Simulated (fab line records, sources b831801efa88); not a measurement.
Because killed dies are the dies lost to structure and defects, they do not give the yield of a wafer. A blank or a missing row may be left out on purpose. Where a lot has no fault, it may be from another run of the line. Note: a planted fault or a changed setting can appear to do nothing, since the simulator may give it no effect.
Matching of chambers | flow gf180mcu | pecvd-04 running GF_MIM_CVD_05: 3 sister chambers
The step deposits Si3N4, target thk 42 nm, time 29.086 s. 6 wafers are shown with their chamber, then 7 later ones without.

## EACH WAFER AND ITS CHAMBER
wafer  | chamber | heater-power-w (W)
L638.3 | 1       | 661
L638.5 | 0       | 692
L639.2 | 1       | 644
L639.4 | 2       | 607
L642.1 | 0       | 619
L642.2 | 2       | 634

## WAFERS WITH NO CHAMBER GIVEN
wafer  | heater-power-w (W)
L642.6 | 626
L647.3 | 677
L647.4 | 653
L647.5 | 662
L648.1 | 655
L648.5 | 672
L648.6 | 646

## THE CHAMBER EACH PASSED THROUGH
wafer  | from the rows above          | in truth
L642.6 | can't be placed: 2 or 1 or 0 | 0
L647.3 | can't be placed: 0 or 1 or 2 | 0
L647.4 | can't be placed: 1 or 0 or 2 | 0
L647.5 | can't be placed: 0 or 1 or 2 | 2
L648.1 | can't be placed: 0 or 1 or 2 | 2
L648.5 | can't be placed: 0 or 1 or 2 | 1
L648.6 | can't be placed: 1 or 0 or 2 | 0
Correctly placed: 0 of 7. From these rows, 7 cannot be placed; in 7 the true chamber is one of the candidates. Number placed wrongly: 0.
How it was worked out, from the rows above alone: a wafer's distance from a chamber is the root of the sum, over the readings, of the square of ((its reading less the chamber's mean) divided by the reading's scatter). If the next closest chamber is less than 2 further off than the closest, the wafer can't be placed; otherwise it belongs to the closest. A chamber's mean is the mean of its shown wafers. The scatter: the root of (the sum of the squares of (reading less its chamber's mean) over the shown wafers, divided by (wafers less chambers)).
